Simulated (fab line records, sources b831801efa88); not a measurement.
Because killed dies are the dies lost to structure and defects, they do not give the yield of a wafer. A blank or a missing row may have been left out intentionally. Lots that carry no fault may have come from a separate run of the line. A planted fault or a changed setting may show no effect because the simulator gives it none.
Chamber matching    flow sky130    SKY_VIA2_ETCH_15 on rie_diel-04 has 4 sister chambers
The step etches SiO2 in C4F8/O2/Ar, stops on TiN, target depth 546 nm, time 84 s. 14 wafers are shown with their chamber, then 6 later ones without.

## WAFERS PAIRED WITH THEIR CHAMBERS
wafer   chamber  oes_product_au (a.u.)
L195.2  3        0.948
L195.3  2        0.936
L195.5  2        0.943
L197.1  1        0.937
L197.5  1        0.941
L197.6  0        0.937
L198.2  1        0.944
L198.3  0        0.937
L198.4  3        0.944
L200.2  0        0.944
L200.6  1        0.937
L212.3  1        0.942
L212.4  3        0.942
L212.5  2        0.936

SIGNATURES (means of the wafers above)
reading         chamber 0  chamber 1  chamber 2  chamber 3  scatter within a chamber
oes_product_au  0.93933    0.94020    0.93833    0.94467    0.0035
Rule: for each reading, subtract the chamber's mean from the wafer's reading, divide by that reading's scatter and square the result; add these up over the readings and take the root, which gives the wafer's distance from the chamber. The wafer belongs to the nearest chamber; if the next one is less than 2 further off, it can't be placed. The scatter: take each reading less its chamber's mean, square it, sum over the shown wafers, divide by the number of wafers less the number of chambers, and take the root.

## WAFERS MISSING THEIR CHAMBER
wafer   oes_product_au (a.u.)
L215.1  0.944
L215.3  0.942
L215.5  0.940
L216.2  0.947
L216.3  0.931
L216.4  0.943

## EACH ONE'S CHAMBER
wafer   from the rows above                in truth
L215.1  can't be placed: 3 or 1 or 0 or 2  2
L215.3  can't be placed: 1 or 0 or 3 or 2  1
L215.5  can't be placed: 1 or 0 or 2 or 3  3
L216.2  can't be placed: 3 or 1 or 0 or 2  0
L216.3  can't be placed: 2 or 0 or 1 or 3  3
L216.4  can't be placed: 3 or 1 or 0 or 2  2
Correctly placed: 0 of 6. Cannot be placed on the basis of these rows: 6; the candidates contain the true chamber in 6. Placed wrongly: 0.
